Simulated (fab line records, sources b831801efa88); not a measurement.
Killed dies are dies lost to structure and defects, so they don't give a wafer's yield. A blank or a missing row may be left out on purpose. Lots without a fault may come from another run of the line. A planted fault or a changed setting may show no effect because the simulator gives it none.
One fault seen from 2 desks | flow gf180mcu | each desk has only its own numbers; what lay behind them comes last

THE TOOL OWNER'S DESK: litho_track-03
The tool's own readings at GF_NSD_COAT_02 (resist thk 1000 nm): means of the sampled wafers that have a number, for each lot that ran on this tool. A lot is out of limits, marked OUT, if its mean lies more than 4 standard deviations from the usual mean; the brackets give that distance.
Columns: A = resist_line_temp_C at GF_NSD_COAT_02, usual 22.99 C; B = spin_speed_rpm at GF_NSD_COAT_02, usual 3000.0 rpm
lot  | first seen here | A     | B
L709 | day 15 01:25    | 22.83 | 3000.0
L711 | day 15 13:32    | 22.96 | 3000.8
L712 | day 15 23:04    | 23.03 | 2999.3
L716 | day 17 07:34    | 22.92 | 2666.8 (-99 or more) OUT
L717 | day 17 16:52    | 23.05 | 2667.4 (-99 or more) OUT
L724 | day 20 03:26    | 23.02 | 3001.7
L725 | day 20 12:46    | 23.01 | 2999.9
This desk's finding: out of limits on L716, L717; first on L716, day 17 07:34 (spin_speed_rpm at GF_NSD_COAT_02). In limits: L709, L711, L712, L724, L725.

THE METROLOGY DESK
What the gauges read, lot by lot, whatever tool the lot ran on: means of the sampled wafers that have a number. A lot is out of limits, marked OUT, if its mean lies more than 4 standard deviations from the usual mean; the brackets give that distance.
Columns: A = HV_LDD_4_TW at GF_HV_LDD_TW_MEAS_50, usual 566
lot  | first seen here | A
L704 | day 12 20:51    | 570
L707 | day 13 15:11    | 570
L708 | day 14 01:52    | 568
L709 | day 14 12:18    | 569
L711 | day 15 00:02    | 566
L712 | day 15 09:54    | 571
L714 | day 16 04:44    | 566
L716 | day 16 17:26    | 566
L717 | day 17 02:07    | 558
L724 | day 19 12:34    | 566
L725 | day 19 22:11    | 571
This desk's finding: nothing out of limits on any of the 11 lots.

PUT TOGETHER
The tool owner's desk could have raised an alarm at day 17 07:34, on L716, L717.
The metrology desk saw nothing out of limits.
The metrology desk has L716, L717 on record, within its limits.
Of the lots named, all ran GF_NSD_COAT_02 on litho_track-03.

WHAT THE SIMULATOR HAD PUT IN
Process parameter drift: litho_track-03, from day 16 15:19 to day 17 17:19, at GF_NSD_COAT_02. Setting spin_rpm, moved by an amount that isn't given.
Lots struck among those shown: L716, L717.
Hours from the fault's start to each desk's first reading out of limits: the tool owner's desk, 16.
